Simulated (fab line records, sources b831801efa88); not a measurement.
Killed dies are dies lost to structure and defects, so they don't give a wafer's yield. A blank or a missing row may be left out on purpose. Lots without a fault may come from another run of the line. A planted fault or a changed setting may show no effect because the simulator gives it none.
Which tool did it? | flow sky130 | 24 lots, 72 wafers sampled, at 3 steps of a route of 708

WHAT THE GAUGES READ, wafer by wafer
SKY_FIELD_ISO_THK_MEAS_25. Usual: FIELD_ISO_CVD_24_THK 594 nm, standard deviation 5.4.
lot  | measured    | on            | FIELD_ISO_CVD_24_THK (nm) | flag
L074 | day 2 07:50 | film_metro-03 | 594 592 591               |
L075 | day 2 13:25 | film_metro-03 | 600 596 593               |
L076 | day 2 20:08 | film_metro-04 | 590 589 589               |
L077 | day 3 01:42 | film_metro-03 | 594 593 594               |
L078 | day 3 06:07 | film_metro-03 | 598 600 593               |
L079 | day 3 10:24 | film_metro-03 | 594 598 605               |
L080 | day 3 19:05 | film_metro-03 | 594 588 596               |
L081 | day 3 20:04 | film_metro-04 | 592 590 590               |
L082 | day 4 03:22 | film_metro-04 | 592 587 585               |
L083 | day 4 07:26 | film_metro-03 | 595 592 592               |
L084 | day 4 12:29 | film_metro-01 | 589 597 590               |
L085 | day 4 16:50 | film_metro-01 | 593 601 600               |
L086 | day 4 23:29 | film_metro-01 | 597 590 593               |
L087 | day 5 03:20 | film_metro-03 | 597 591 586               |
L088 | day 5 09:34 | film_metro-03 | 587 584 586               |
L089 | day 5 11:58 | film_metro-04 | 595 593 588               |
L090 | day 5 20:42 | film_metro-03 | 594 597 597               |
L091 | day 6 00:55 | film_metro-04 | 594 595 592               |
L092 | day 6 07:28 | film_metro-01 | 603 598 597               |
L093 | day 6 10:59 | film_metro-03 | 602 597 598               |
L094 | day 6 17:55 | film_metro-04 | 600 604 598               |
L095 | day 6 23:43 | film_metro-03 | 600 601 595               |
L096 | day 7 04:04 | film_metro-04 | 592 592 593               |
L097 | day 7 11:02 | film_metro-01 | 591 587 581               |

SKY_VT_ADJUST_HVTR_TW_MEAS_11. Usual: VT_ADJUST_HVTR_TW 213.2, standard deviation 1.4.
lot  | measured     | on            | VT_ADJUST_HVTR_TW | flag
L074 | day 9 17:20  | film_metro-04 | 211.9 210.7 211.1 |
L075 | day 9 20:40  | film_metro-03 | 212.9 214.1 213.9 |
L076 | day 10 07:50 | film_metro-02 | 215.4 215.3 215.5 |
L077 | day 10 09:38 | film_metro-03 | 213.1 212.2 212.9 |
L078 | day 10 19:23 | film_metro-04 | 212.4 212.6 212.4 |
L079 | day 11 01:29 | film_metro-04 | 212.3 212.3 212.3 |
L080 | day 11 11:05 | film_metro-02 | 215.1 214.8 214.1 |
L081 | day 11 14:01 | film_metro-04 | 211.6 212.0 212.8 |
L082 | day 12 00:25 | film_metro-04 | 211.4 210.2 209.9 |
L083 | day 12 05:38 | film_metro-02 | 215.5 214.2 214.3 |
L084 | day 12 12:24 | film_metro-02 | 214.3 213.6 214.2 |
L085 | day 12 18:02 | film_metro-04 | 210.4 210.6 210.8 |
L086 | day 13 04:02 | film_metro-02 | 214.3 214.0 215.5 |
L087 | day 13 09:06 | film_metro-02 | 214.3 214.4 213.9 |
L088 | day 13 19:15 | film_metro-04 | 213.1 212.5 213.1 |
L089 | day 13 23:31 | film_metro-04 | 213.8 213.4 213.2 |
L090 | day 14 17:23 | film_metro-04 | 212.4 213.0 212.3 |
L091 | day 14 20:08 | film_metro-02 | 213.4 214.5 214.2 |
L092 | day 15 04:56 | film_metro-04 | 213.9 212.8 212.4 |
L093 | day 15 04:05 | film_metro-04 | 213.1 212.1 212.7 |
L094 | day 15 15:23 | film_metro-03 | 212.2 213.2 211.8 |
L095 | day 16 03:34 | film_metro-02 | 214.1 213.2 213.5 |
L096 | day 16 16:53 | film_metro-02 | 214.0 214.9 214.6 |
L097 | day 17 03:15 | film_metro-02 | 214.0 214.8 215.5 |

SKY_VT_ADJUST_PCH_TW_MEAS_10. Usual: VT_ADJUST_PCH_TW 144.3, standard deviation 1.1.
lot  | measured     | on            | VT_ADJUST_PCH_TW  | flag
L074 | day 10 16:01 | film_metro-02 | 145.6 145.9 145.5 |
L075 | day 10 19:26 | film_metro-02 | 145.1 145.4 145.1 |
L076 | day 11 07:25 | film_metro-01 | 144.9 144.8 144.6 |
L077 | day 11 08:19 | film_metro-03 | 142.6 143.6 142.9 |
L078 | day 11 19:40 | film_metro-03 | 143.2 143.0 142.2 |
L079 | day 12 00:58 | film_metro-02 | 145.1 145.6 145.5 |
L080 | day 12 10:58 | film_metro-02 | 144.6 145.2 145.3 |
L081 | day 12 14:26 | film_metro-03 | 142.8 142.9 142.9 |
L082 | day 13 00:50 | film_metro-01 | 144.1 143.8 143.7 |
L083 | day 13 05:58 | film_metro-01 | 144.4 144.2 144.5 |
L084 | day 13 13:05 | film_metro-03 | 142.1 142.9 142.0 |
L085 | day 13 17:52 | film_metro-02 | 144.5 145.0 144.7 |
L086 | day 14 05:31 | film_metro-03 | 143.5 143.2 143.1 |
L087 | day 14 10:41 | film_metro-03 | 143.4 142.8 142.9 |
L088 | day 14 21:34 | film_metro-02 | 144.6 143.9 145.3 |
L089 | day 15 02:08 | film_metro-01 | 144.9 145.2 145.0 |
L090 | day 15 20:52 | film_metro-03 | 143.0 142.3 144.1 |
L091 | day 15 23:37 | film_metro-01 | 145.6 145.0 144.2 |
L092 | day 16 09:03 | film_metro-03 | 143.4 142.8 143.8 |
L093 | day 16 07:48 | film_metro-01 | 145.6 145.4 145.3 |
L094 | day 16 19:54 | film_metro-02 | 145.0 145.1 145.0 |
L095 | day 17 08:17 | film_metro-01 | 145.0 144.9 144.7 |
L096 | day 17 22:19 | film_metro-02 | 145.2 145.5 145.3 |
L097 | day 18 08:52 | film_metro-02 | 145.7 145.7 144.7 |

WHICH TOOL RAN EACH LOT (tool, then ch and the chambers of the sampled wafers, then the start)
The record holds no process step before these readings.

WHAT THE TOOLS THEMSELVES READ (means of the sampled wafers that have a number; where no wafer has one, the mark that the record gives instead)
The record holds no such reading with a usual standard deviation.

THE ANSWER, worked out from the rows above alone
Rule: a lot is off if the mean of its wafers that have a number lies more than 3 standard deviations from the usual mean. A lot without any number at a reading at which 4 lots or more have one is off too. The other lots that the step has rows for count as sound. The gauges are gone through in route order, then the tools' own readings, and for those a lot's mean is taken as printed above. The first step at which some lot is off is used, and at that step the reading that is off furthest; a lot without a number counts as furthest.
No lot is off at any reading shown: from this, nothing can be told.

WHAT THE SIMULATOR HAD PUT IN
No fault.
